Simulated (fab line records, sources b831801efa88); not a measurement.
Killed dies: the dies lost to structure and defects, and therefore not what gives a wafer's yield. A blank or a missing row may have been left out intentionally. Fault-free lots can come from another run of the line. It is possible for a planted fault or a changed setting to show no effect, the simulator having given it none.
8D (eight disciplines) problem report, filled in by code	flow sfq-line	the parts of the form that need people (team, actions taken, sign-off) are left out

== 1. WHAT IS WRONG ==
At SFQ_TRILAYER_I1_DEP_PECVD_045, rf-fwd-power-W averages 152.4 W over 6 wafers from 2 lots, while fault-free wafers read 182.0 W, standard deviation 0.63. Measured from the usual mean, that is -47 standard deviations.
The step: deposits SiO2 from SiH4/N2O, time 111.11 s, target thk 500 nm.
First observed at day 15 05:37: wafer L518.2, on pecvd-04. Wafers with a number at this step in the record: 42, from 14 lots. Rule for "out" (also "out of limits"): further than 4 standard deviations from the usual mean. Any other wafer with a number is counted as sound.

== 2. WHAT IT IS AND WHAT IT IS NOT ==
question	is	is not
which readings at this step	rf-fwd-power-W	heater-power-w, throttle-valve-pct
which lots	L518, L519	L504, L505, L506, L507, L508, L509, L511, L512, L520, L525, L526, L527
which wafers of those lots	all that have a number	-
read on which tools	pecvd-04	pecvd-01, pecvd-03
when	from day 15 05:37	up to then (24 sound wafers); but 12 sound wafers of L520, L525, L526, L527 came after

== 3. THE SUSPECTS, EACH WITH WHAT RULES IT OUT ==
Counting: any tool at a process step up to the reading is kept as a suspect provided that every lot that is out went through it and no sound lot did after the first of them.
- pecvd-04 at SFQ_TRILAYER_I1_DEP_PECVD_045 (deposits SiO2 from SiH4/N2O, time 111.11 s, target thk 500 nm): ruled out as a lasting fault. Following L518 (day 15 05:37), the first lot on it that is out, the sound lots L526, L527 were run on it.
Left after counting: nothing in the record.

== 4. THE CAUSE (what the simulator had put in) ==
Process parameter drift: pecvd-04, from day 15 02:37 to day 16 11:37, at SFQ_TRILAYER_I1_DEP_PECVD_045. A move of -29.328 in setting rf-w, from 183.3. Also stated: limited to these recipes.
Counting ruled it out, wrongly.

== 5. THE CHAIN OF EFFECTS, in route order ==
Each row: a reading whose mean over the struck wafers that have a number lies more than 3 standard deviations from the usual. Scope: only readings with a usual standard deviation given in the record; hours: median across lots of the time from each lot's start at the first step in this table that gives one to its start at this step; sigmas: change in usual standard deviations.
hours	step	reading	usual	on struck wafers	change	sigmas
0	SFQ_TRILAYER_I1_DEP_PECVD_045	rf-fwd-power-W	182.0 W	152.4	-29.6	-47
It contains these process steps:
- SFQ_TRILAYER_I1_DEP_PECVD_045: deposits SiO2 from SiH4/N2O, time 111.11 s, target thk 500 nm.

== 6. HOW IT WOULD HAVE BEEN CAUGHT EARLIER ==
3 hours passed between the start of the fault at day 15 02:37 and the first reading out of limits in this record, taken at day 15 05:37.
